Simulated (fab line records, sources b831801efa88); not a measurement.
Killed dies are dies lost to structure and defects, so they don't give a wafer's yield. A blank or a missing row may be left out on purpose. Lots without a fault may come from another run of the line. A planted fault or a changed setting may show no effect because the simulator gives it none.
Which tool did it? | flow gf180mcu | 14 lots, 39 wafers sampled, at 4 steps of a route of 602

WHAT THE GAUGES READ, wafer by wafer
GF_NSD_CD_MEAS_07: target cd 400 nm.
lot  | measured     | on        | cd_nm (nm)
L762 | day 13 06:43 | cd_sem-01 | 401.1 401.9 399.7
L763 | day 13 16:56 | cd_sem-01 | 397.6 396.2 396.1
L767 | day 15 00:49 | cd_sem-02 | 397.9
L768 | day 15 08:33 | cd_sem-01 | 399.9 401.3
L771 | day 16 06:28 | cd_sem-01 | 397.2 397.2 398.9
L772 | day 16 20:27 | cd_sem-01 | 399.6 398.5 398.1
L773 | day 17 01:46 | cd_sem-02 | 400.7 399.6 400.6
L774 | day 17 10:39 | cd_sem-01 | 396.1 397.2 395.6
L775 | day 17 19:43 | cd_sem-01 | 399.7 401.1 401.2
L776 | day 18 03:58 | cd_sem-01 | 401.1 402.8 402.2
L780 | day 19 13:23 | cd_sem-01 | 402.7 401.1 402.3
L782 | day 20 04:14 | cd_sem-02 | 397.2 398.9 397.9
L783 | day 20 10:46 | cd_sem-01 | 399.8 401.4 401.6
L784 | day 21 00:19 | cd_sem-01 | 397.9 399.7 399.9

WHICH TOOL RAN EACH LOT (tool, then ch and the chambers of the sampled wafers, then the start)
lot  | GF_STI_ETCH_13                    | GF_STI_STRIP_15                     | GF_VT_IMPLANT_STRIP_31
L762 | rie_diel-02 ch 2,3, day 2 01:59   | plasma_asher-01 ch 0,1, day 2 02:11 | plasma_asher-01 ch 0,1, day 6 19:27
L763 | rie_diel-03 ch 0,3, day 2 06:30   | plasma_asher-03 ch 0,1, day 2 06:39 | plasma_asher-04 ch 0,1, day 7 04:18
L767 | rie_diel-04 ch 0, day 3 04:33     | plasma_asher-02 ch 0, day 3 04:42   | plasma_asher-02 ch 1, day 8 04:58
L768 | rie_diel-04 ch 0, day 3 08:14     | plasma_asher-02 ch 0, day 3 08:23   | plasma_asher-01 ch 0, day 8 12:12
L771 | rie_diel-03 ch 0,2, day 3 23:30   | plasma_asher-03 ch 0,1, day 3 23:39 | plasma_asher-04 ch 0,1, day 9 06:06
L772 | rie_diel-03 ch 1,2,3, day 4 04:38 | plasma_asher-03 ch 0,1, day 4 04:50 | plasma_asher-02 ch 0,1, day 9 16:18
L773 | rie_diel-02 ch 1,2,3, day 4 10:50 | plasma_asher-03 ch 0,1, day 4 10:59 | plasma_asher-01 ch 0,1, day 9 20:52
L774 | rie_diel-02 ch 1,2,3, day 4 15:36 | plasma_asher-01 ch 0,1, day 4 15:45 | plasma_asher-04 ch 0,1, day 10 03:31
L775 | rie_diel-02 ch 0,2,3, day 4 20:20 | plasma_asher-01 ch 0,1, day 4 20:29 | plasma_asher-04 ch 0,1, day 10 08:46
L776 | rie_diel-02 ch 0,3, day 5 02:05   | plasma_asher-01 ch 0, day 5 02:14   | plasma_asher-01 ch 0,1, day 10 15:48
L780 | rie_diel-02 ch 0,3, day 5 21:53   | plasma_asher-01 ch 0,1, day 5 22:02 | plasma_asher-02 ch 0,1, day 11 19:42
L782 | rie_diel-02 ch 0,1,3, day 6 08:47 | plasma_asher-01 ch 0,1, day 6 08:56 | plasma_asher-04 ch 0,1, day 12 06:55
L783 | rie_diel-02 ch 1,2,3, day 6 13:05 | plasma_asher-03 ch 0,1, day 6 13:14 | plasma_asher-04 ch 0,1, day 12 11:37
L784 | rie_diel-03 ch 0,3, day 6 18:38   | plasma_asher-01 ch 0,1, day 6 18:49 | plasma_asher-01 ch 0,1, day 12 22:53
- GF_STI_ETCH_13: etches the open film in CHF3/O2, stops on Si, target depth 282.31 nm, time 112.9 s.
- GF_STI_STRIP_15: strips in O2/N2.
- GF_VT_IMPLANT_STRIP_31: strips in O2/N2.

WHAT THE TOOLS THEMSELVES READ (means of the sampled wafers that have a number; where no wafer has one, the mark that the record gives instead)
GF_STI_ETCH_13.
lot  | tool        | drypump_motor_current_A (A) | oes_product_au (a.u.) | throttle_valve_pct (%)
L762 | rie_diel-02 | 5.9                         | 0.842                 | 8.809
L763 | rie_diel-03 | 5.7                         | 0.838                 | 8.811
L767 | rie_diel-04 | 5.3                         | 0.794                 | 8.799
L768 | rie_diel-04 | 5.3                         | 0.801                 | 8.803
L771 | rie_diel-03 | 5.7                         | 0.832                 | 8.797
L772 | rie_diel-03 | 5.6                         | 0.836                 | 8.803
L773 | rie_diel-02 | 6.2                         | 0.834                 | 8.804
L774 | rie_diel-02 | 6.2                         | 0.833                 | 8.812
L775 | rie_diel-02 | 5.8                         | 0.839                 | 8.805
L776 | rie_diel-02 | 5.9                         | 0.828                 | 8.810
L780 | rie_diel-02 | 5.9                         | 0.830                 | 8.809
L782 | rie_diel-02 | 6.1                         | 0.842                 | 8.807
L783 | rie_diel-02 | 6.2                         | 0.827                 | 8.800
L784 | rie_diel-03 | 5.8                         | 0.838                 | 8.815

GF_STI_STRIP_15.
lot  | tool            | drypump_motor_current_A (A) | heater_power_w (W) | oes_product_au (a.u.) | strip_time_to_endpoint_s (s)
L762 | plasma_asher-01 | 6.15                        | 332                | 0.384                 | 3.79
L763 | plasma_asher-03 | 6.23                        | 315                | 0.385                 | 3.72
L767 | plasma_asher-02 | 5.63                        | 302                | 0.379                 | 3.59
L768 | plasma_asher-02 | 5.64                        | 304                | 0.378                 | 3.64
L771 | plasma_asher-03 | 6.13                        | 330                | 0.387                 | 3.73
L772 | plasma_asher-03 | 6.22                        | 315                | 0.388                 | 3.77
L773 | plasma_asher-03 | 6.22                        | 316                | 0.388                 | 3.78
L774 | plasma_asher-01 | 6.15                        | 343                | 0.386                 | 3.78
L775 | plasma_asher-01 | 6.15                        | 338                | 0.385                 | 3.77
L776 | plasma_asher-01 | 6.42                        | 297                | 0.383                 | 3.72
L780 | plasma_asher-01 | 6.14                        | 328                | 0.387                 | 3.78
L782 | plasma_asher-01 | 6.28                        | 310                | 0.386                 | 3.77
L783 | plasma_asher-03 | 6.17                        | 328                | 0.378                 | 3.75
L784 | plasma_asher-01 | 6.29                        | 311                | 0.387                 | 3.76

GF_VT_IMPLANT_STRIP_31.
lot  | tool            | drypump_motor_current_A (A) | heater_power_w (W) | oes_product_au (a.u.) | strip_time_to_endpoint_s (s)
L762 | plasma_asher-01 | 6.3                         | 312                | 0.708                 | 12.61
L763 | plasma_asher-04 | 5.2                         | 319                | 0.716                 | 12.61
L767 | plasma_asher-02 | 5.6                         | 315                | 0.720                 | 12.68
L768 | plasma_asher-01 | 6.4                         | 290                | 0.714                 | 12.66
L771 | plasma_asher-04 | 5.4                         | 315                | 0.720                 | 12.68
L772 | plasma_asher-02 | 5.6                         | 311                | 0.714                 | 12.72
L773 | plasma_asher-01 | 6.3                         | 311                | 0.710                 | 12.62
L774 | plasma_asher-04 | 5.4                         | 314                | 0.715                 | 12.66
L775 | plasma_asher-04 | 5.4                         | 313                | 0.718                 | 12.68
L776 | plasma_asher-01 | 6.3                         | 308                | 0.712                 | 12.64
L780 | plasma_asher-02 | 5.6                         | 308                | 0.717                 | 12.61
L782 | plasma_asher-04 | 5.4                         | 314                | 0.712                 | 12.63
L783 | plasma_asher-04 | 5.4                         | 317                | 0.715                 | 12.59
L784 | plasma_asher-01 | 6.3                         | 309                | 0.716                 | 12.65

THE ANSWER, worked out from the rows above alone
Rule: what is usual is taken from the lots themselves. Put in order of their means at a reading, lots are off if they are a third of the lots or fewer, leave a main group of 4 or more, and stand apart from it by a gap of 3 or more times the standard deviation of the main group's means; of several such gaps the widest counts. A main group whose means are all the same, to the digits that the tables above print for the reading, isn't used. A lot without any number at a reading at which 4 lots or more have one is off too. The other lots that the step has rows for count as sound. The gauges are gone through in route order, then the tools' own readings, and for those a lot's mean is taken as printed above. The first step at which some lot is off is used, and at that step the reading that is off furthest; a lot without a number counts as furthest.
Off: L767, L768, at GF_STI_ETCH_13 (oes_product_au). The main group: mean 0.835 a.u., standard deviation 0.0049.
A tool fits if, at that step or a process step before it, it ran every lot that is off, and no sound lot after the first of them. One fits: rie_diel-04 at GF_STI_ETCH_13. It ran no sound lot before its first lot that is off in this sample, so the start can't be narrowed down.
The tool's own readings at GF_STI_ETCH_13 bear it out: on the lots that are off they differ by more than 5 times the standard deviation of the sound lots' means. oes_product_au reads 0.798 a.u. there against 0.835 a.u. on the sound lots.

WHAT THE SIMULATOR HAD PUT IN
Process parameter drift: rie_diel-04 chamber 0, from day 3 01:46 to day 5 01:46, at GF_STI_ETCH_13. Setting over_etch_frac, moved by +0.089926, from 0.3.
Lots struck among those shown: L767, L768. The rule above found the same.
